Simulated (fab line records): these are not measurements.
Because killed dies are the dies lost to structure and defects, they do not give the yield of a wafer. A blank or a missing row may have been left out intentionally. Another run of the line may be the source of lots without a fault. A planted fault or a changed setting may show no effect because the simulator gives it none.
The tool behind it: which one? | flow gf180mcu | Sampling: 6 lots, 18 wafers, 2 of 602 route steps

WHAT EACH GAUGE READ, for each wafer
GF_M4_RS_MEAS_05: uses a four-point probe to measure.
lot  | measured     | on            | M4_ALCU_RS (ohm/sq)
L497 | day 22 21:09 | film metro-04 | 0.0706 0.0699 0.0705
L501 | day 24 08:51 | film metro-02 | 0.0694 0.0696 0.0712
L503 | day 25 00:32 | film metro-02 | 0.0688 0.0688 0.0681
L510 | day 27 06:58 | film metro-02 | 0.0826 0.0834 0.0691
L515 | day 28 17:16 | film metro-01 | 0.0700 0.0699 0.0696
L519 | day 29 22:42 | film metro-02 | 0.0702 0.0698 0.0700

EACH LOT AND THE TOOL THAT RAN IT (in order: tool; ch and the chambers of the sampled wafers; start)
lot  | GF_M4_SPUTTER_02
L497 | pvd sputter-02, day 22 21:04
L501 | pvd sputter-01, day 24 08:46
L503 | pvd sputter-02, day 25 00:23
L510 | pvd sputter-01, day 27 06:53
L515 | pvd sputter-03, day 28 17:05
L519 | pvd sputter-02, day 29 22:37
- GF_M4_SPUTTER_02: material AlCu, target thk 450 nm, time 23.9 s.

THE ANSWER, worked out from the rows above alone
Rule: the lots themselves supply what counts as usual. Put in order of their means at a reading, lots are off if they are a third of the lots or fewer, leave a main group of 4 or more, and stand apart from it by a gap of 3 or more times the standard deviation of the main group's means; of several such gaps the widest counts. If all means in a main group match to the digits the tables above print for the reading, that group is not used. Also off: a lot with no number at a reading for which 4 or more lots have one. All remaining lots with rows at the step are treated as sound.
Off: L510, at GF_M4_RS_MEAS_05 (M4_ALCU_RS). Main group: mean 0.0698 ohm/sq, sd 0.00062.
A tool fits if, at a process step before that reading, it ran every lot that is off, and no sound lot after the first of them. Those tools and the gauges at GF_M4_RS_MEAS_05 are tried in the same way. One fits: GF_M4_SPUTTER_02 on pvd sputter-01. A fault onset in the window from L501 (day 24 08:46, its last sound lot) to L510 (day 27 06:53, its first lot off) fits.

WHAT WAS PUT IN BY THE SIMULATOR
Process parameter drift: pvd sputter-01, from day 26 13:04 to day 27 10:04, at GF_M4_SPUTTER_02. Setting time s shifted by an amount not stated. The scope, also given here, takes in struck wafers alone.
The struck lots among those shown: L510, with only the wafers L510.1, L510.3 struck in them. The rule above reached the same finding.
